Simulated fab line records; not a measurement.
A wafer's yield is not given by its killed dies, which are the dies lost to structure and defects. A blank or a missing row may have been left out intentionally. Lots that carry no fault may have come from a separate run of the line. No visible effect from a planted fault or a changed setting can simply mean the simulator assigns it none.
Split-lot study :: flow sky130 :: on a route of 708 steps: 5 lots, 23 wafers read

ON THE SPLIT
At SKY_LI_CONTACT_CVD_21 (deposits W, target thk 400 nm, time 120.56 s), the setting temp c was moved away from the recipe's 400 C on 6 of the 23 wafers read, by -1.9% to +2.8%. For the rest of the wafers, this setting stayed at what the recipe calls for.

BETWEEN THE SPLIT AND THE READING: the file shows 1 step in between
- SKY_LI_CONTACT_RS_MEAS_22: measures by four-point-probe

THE READING
LI_CONTACT_W_THK, in nm, at SKY_LI_CONTACT_THK_MEAS_23 (measures by xrf). Typical for fault-free wafers on this fab line: 382 nm, with standard deviation 4.8 nm.

wafer: L074.1
tool, chamber at the split: cvd w-02, 1
temp c as run, C: 400
against the recipe: recipe
LI_CONTACT_W_THK, nm: 386
against lot-mates on the recipe: -

wafer: L074.2
tool, chamber at the split: cvd w-02, 0
temp c as run, C: 400
against the recipe: recipe
LI_CONTACT_W_THK, nm: 381
against lot-mates on the recipe: -

wafer: L074.4
tool, chamber at the split: cvd w-02, 0
temp c as run, C: 400
against the recipe: recipe
LI_CONTACT_W_THK, nm: 382
against lot-mates on the recipe: -

wafer: L074.5
tool, chamber at the split: cvd w-02, 1
temp c as run, C: 400
against the recipe: recipe
LI_CONTACT_W_THK, nm: 385
against lot-mates on the recipe: -

wafer: L074.6
tool, chamber at the split: cvd w-02, 0
temp c as run, C: 400
against the recipe: recipe
LI_CONTACT_W_THK, nm: 386
against lot-mates on the recipe: -

wafer: L077.1
tool, chamber at the split: cvd w-02, 1
temp c as run, C: 400
against the recipe: recipe
LI_CONTACT_W_THK, nm: 374
against lot-mates on the recipe: -

wafer: L077.2
tool, chamber at the split: cvd w-02, 0
temp c as run, C: 400
against the recipe: recipe
LI_CONTACT_W_THK, nm: 374
against lot-mates on the recipe: -

wafer: L077.3
tool, chamber at the split: cvd w-02, 0
temp c as run, C: 400
against the recipe: recipe
LI_CONTACT_W_THK, nm: 375
against lot-mates on the recipe: -

wafer: L077.4
tool, chamber at the split: cvd w-02, 1
temp c as run, C: 400
against the recipe: recipe
LI_CONTACT_W_THK, nm: 375
against lot-mates on the recipe: -

wafer: L077.6
tool, chamber at the split: cvd w-02, 1
temp c as run, C: 400
against the recipe: recipe
LI_CONTACT_W_THK, nm: 378
against lot-mates on the recipe: -

wafer: L083.4
tool, chamber at the split: cvd w-01, 1
temp c as run, C: 400
against the recipe: recipe
LI_CONTACT_W_THK, nm: 392
against lot-mates on the recipe: -

wafer: L083.5
tool, chamber at the split: cvd w-01, 0
temp c as run, C: 400
against the recipe: recipe
LI_CONTACT_W_THK, nm: 385
against lot-mates on the recipe: -

wafer: L083.6
tool, chamber at the split: cvd w-01, 1
temp c as run, C: 400
against the recipe: recipe
LI_CONTACT_W_THK, nm: 389
against lot-mates on the recipe: -

wafer: L081.1
tool, chamber at the split: cvd w-02, 1
temp c as run, C: 392.3
against the recipe: -1.9%
LI_CONTACT_W_THK, nm: 329
against lot-mates on the recipe: -51

wafer: L081.2
tool, chamber at the split: cvd w-02, 0
temp c as run, C: 392.3
against the recipe: -1.9%
LI_CONTACT_W_THK, nm: 334
against lot-mates on the recipe: -46

wafer: L081.4
tool, chamber at the split: cvd w-02, 1
temp c as run, C: 400
against the recipe: recipe
LI_CONTACT_W_THK, nm: 382
against lot-mates on the recipe: -

wafer: L081.5
tool, chamber at the split: cvd w-02, 0
temp c as run, C: 400
against the recipe: recipe
LI_CONTACT_W_THK, nm: 378
against lot-mates on the recipe: -

wafer: L081.6
tool, chamber at the split: cvd w-02, 1
temp c as run, C: 392.3
against the recipe: -1.9%
LI_CONTACT_W_THK, nm: 332
against lot-mates on the recipe: -48

wafer: L085.1
tool, chamber at the split: cvd w-02, 1
temp c as run, C: 411.1
against the recipe: +2.8%
LI_CONTACT_W_THK, nm: 456
against lot-mates on the recipe: +76

wafer: L085.2
tool, chamber at the split: cvd w-02, 0
temp c as run, C: 400
against the recipe: recipe
LI_CONTACT_W_THK, nm: 378
against lot-mates on the recipe: -

wafer: L085.3
tool, chamber at the split: cvd w-02, 0
temp c as run, C: 400
against the recipe: recipe
LI_CONTACT_W_THK, nm: 383
against lot-mates on the recipe: -

wafer: L085.4
tool, chamber at the split: cvd w-02, 1
temp c as run, C: 411.1
against the recipe: +2.8%
LI_CONTACT_W_THK, nm: 452
against lot-mates on the recipe: +72

wafer: L085.6
tool, chamber at the split: cvd w-02, 1
temp c as run, C: 411.1
against the recipe: +2.8%
LI_CONTACT_W_THK, nm: 455
against lot-mates on the recipe: +74

FIT RESULTS
A straight line over all 23 wafers: LI_CONTACT_W_THK changes by +26.1 nm for each +1% of temp c; r = +0.99; the points scatter about the line by 4.8 nm.
The same after taking each lot's own level away (the mean of its wafers on the recipe; 23 wafers): +26.1 nm for each +1%; r = +1.00; scatter 2.3 nm.
According to that fit, moving temp c by its largest amount changes the reading by 72 nm.
The span of the lots' own levels, 375.2 to 388.7 nm, comes to 2.8 times the standard deviation stated above.
Hence the lot-to-lot level has little effect on the slope; both slopes agree.
Check: +71.9 nm against its lot-mates is what the line predicts for one of the wafers moved furthest among these (+2.8%) when that wafer is left out of the fit. Against them it came out at +75.5 nm.

THE WHOLE CHAIN: every reading that the file lists as answering this split, in the file's order
step: SKY_LI_CONTACT_CVD_21
what it does: deposits W, target thk 400 nm, time 120.56 s
reading: W_of_LI_CONTACT_CVD_21.thk nm (the simulator's own value, which no gauge read)
change (the file's fit): +29 nm for each +1% of the setting
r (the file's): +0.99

step: SKY_LI_CONTACT_RS_MEAS_22
what it does: measures by four-point-probe
reading: LI_CONTACT_W_RS
change (the file's fit): -0.0194 for each +1% of the setting
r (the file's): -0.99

step: SKY_LI_CONTACT_THK_MEAS_23
what it does: measures by xrf
reading: LI_CONTACT_W_THK
change (the file's fit): +26 for each +1% of the setting
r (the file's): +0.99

FILE'S OWN FIT
LI_CONTACT_W_THK changes by +26 nm for each +1% of temp c, r = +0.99.
